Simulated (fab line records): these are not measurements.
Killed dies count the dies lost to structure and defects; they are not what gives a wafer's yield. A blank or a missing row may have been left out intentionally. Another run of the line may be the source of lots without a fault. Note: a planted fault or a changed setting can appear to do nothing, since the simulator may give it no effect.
Which tool is to blame?	flow gf180mcu	13 lots, 39 wafers sampled, at 3 steps of a route of 602

WHAT EACH GAUGE READ, for each wafer
GF_V5_RS_MEAS_24: uses a four-point probe to measure.
lot	measured	on	V5_W_RS (ohm/sq)
L219	day 27 06:40	filmMetro-02	0.316 0.327 0.311
L221	day 27 22:02	filmMetro-02	0.327 0.326 0.326
L223	day 28 16:58	filmMetro-02	0.316 0.326 0.315
L224	day 28 20:37	filmMetro-02	0.314 0.329 0.315
L228	day 29 21:45	filmMetro-01	0.327 0.328 0.325
L229	day 30 11:49	filmMetro-01	0.313 0.314 0.332
L230	day 31 04:43	filmMetro-02	0.326 0.331 0.316
L231	day 31 06:17	filmMetro-01	0.329 0.336 0.315
L232	day 31 12:02	filmMetro-04	0.329 0.322 0.314
L233	day 31 10:10	filmMetro-02	0.324 0.326 0.324
L235	day 32 01:11	filmMetro-04	0.313 0.310 0.330
L236	day 32 05:34	filmMetro-04	0.326 0.316 0.314
L237	day 32 19:04	filmMetro-02	0.320 0.328 0.319

WHAT TOOL EACH LOT RAN ON (gives the tool, then ch and the chambers of the sampled wafers, and finally the start)
lot	GF_VT_IMPLANT_STRIP_42	GF_MIM_SPUTTER_08
L219	plasmaAsher-02 ch 0,1, day 7 18:17	pvdSputter-01, day 24 12:05
L221	plasmaAsher-04 ch 0,1, day 8 02:41	pvdSputter-01, day 25 05:26
L223	plasmaAsher-04 ch 0,1, day 8 16:35	pvdSputter-03, day 26 01:21
L224	plasmaAsher-04 ch 0,1, day 8 21:23	pvdSputter-03, day 26 05:26
L228	plasmaAsher-03 ch 0,1, day 10 00:32	pvdSputter-03, day 27 08:22
L229	plasmaAsher-03 ch 0,1, day 10 07:08	pvdSputter-01, day 27 23:38
L230	plasmaAsher-04 ch 1, day 10 16:30	pvdSputter-03, day 28 17:02
L231	plasmaAsher-02 ch 0, day 10 21:48	pvdSputter-03, day 28 20:16
L232	plasmaAsher-03 ch 0,1, day 11 04:32	pvdSputter-03, day 29 01:14
L233	plasmaAsher-04 ch 0,1, day 11 11:38	pvdSputter-02, day 28 22:50
L235	plasmaAsher-04 ch 0,1, day 11 23:41	pvdSputter-02, day 29 17:13
L236	plasmaAsher-04 ch 0,1, day 12 06:44	pvdSputter-02, day 29 21:17
L237	plasmaAsher-03 ch 0,1, day 12 11:53	pvdSputter-02, day 30 11:34
- GF_VT_IMPLANT_STRIP_42: strips in O2/N2.
- GF_MIM_SPUTTER_08: material AlCu, target thk 200 nm, time 10.6 s.

AS READ BY THE TOOLS THEMSELVES (means over the sampled wafers that have a number; for cases with no such wafer, the mark the record gives instead)
GF_VT_IMPLANT_STRIP_42.
lot	tool	chamberPressureMTorr (mTorr)	drypumpMotorCurrentA (A)	heaterPowerW (W)	oesProductAu (a.u.)	stripTimeToEndpointS (s)
L219	plasmaAsher-02	1499.4	5.9	346	0.716	12.61
L221	plasmaAsher-04	1499.7	5.4	343	0.713	12.58
L223	plasmaAsher-04	1500.0	5.6	316	0.713	12.59
L224	plasmaAsher-04	1499.9	5.6	313	0.719	12.71
L228	plasmaAsher-03	1499.0	5.2	329	0.718	12.59
L229	plasmaAsher-03	1501.1	5.1	337	0.716	12.54
L230	plasmaAsher-04	1501.1	5.8	291	0.714	12.56
L231	plasmaAsher-02	1499.4	6.1	350	0.718	12.66
L232	plasmaAsher-03	1500.8	5.2	331	0.717	12.63
L233	plasmaAsher-04	1499.5	5.6	318	0.714	12.59
L235	plasmaAsher-04	1500.1	5.6	324	0.712	12.66
L236	plasmaAsher-04	1499.5	5.4	348	0.715	12.59
L237	plasmaAsher-03	1499.5	5.2	327	0.715	12.63

GF_MIM_SPUTTER_08.
lot	tool	throttleValvePct (%)
L219	pvdSputter-01	30.2
L221	pvdSputter-01	29.5
L223	pvdSputter-03	29.9
L224	pvdSputter-03	29.7
L228	pvdSputter-03	29.3
L229	pvdSputter-01	29.5
L230	pvdSputter-03	29.4
L231	pvdSputter-03	29.7
L232	pvdSputter-03	29.5
L233	pvdSputter-02	29.4
L235	pvdSputter-02	29.2
L236	pvdSputter-02	29.6
L237	pvdSputter-02	29.5

THE ANSWER, worked out from the rows above alone
Rule: what is usual is taken from the lots themselves. The widest of any qualifying gaps counts: lots, ordered by their means at a reading, are off when they make up no more than a third of the lots, leave a main group of 4 or more, and stand apart from it by 3 or more times the standard deviation of that group's means. The tables above print the reading to a certain number of digits; a main group whose means all agree to those digits is not used. Also off: a lot with no number at a reading for which 4 or more lots have one. The other lots that the step has rows for count as sound. The gauges are gone through in route order, then the tools' own readings, and for those a lot's mean is taken as printed above. The first step at which some lot is off is used, and at that step the reading that is off furthest; a lot without a number counts as furthest.
Across all readings shown, no lot is off: no conclusion can be drawn from this.

WHAT HAD BEEN PUT IN BY THE SIMULATOR
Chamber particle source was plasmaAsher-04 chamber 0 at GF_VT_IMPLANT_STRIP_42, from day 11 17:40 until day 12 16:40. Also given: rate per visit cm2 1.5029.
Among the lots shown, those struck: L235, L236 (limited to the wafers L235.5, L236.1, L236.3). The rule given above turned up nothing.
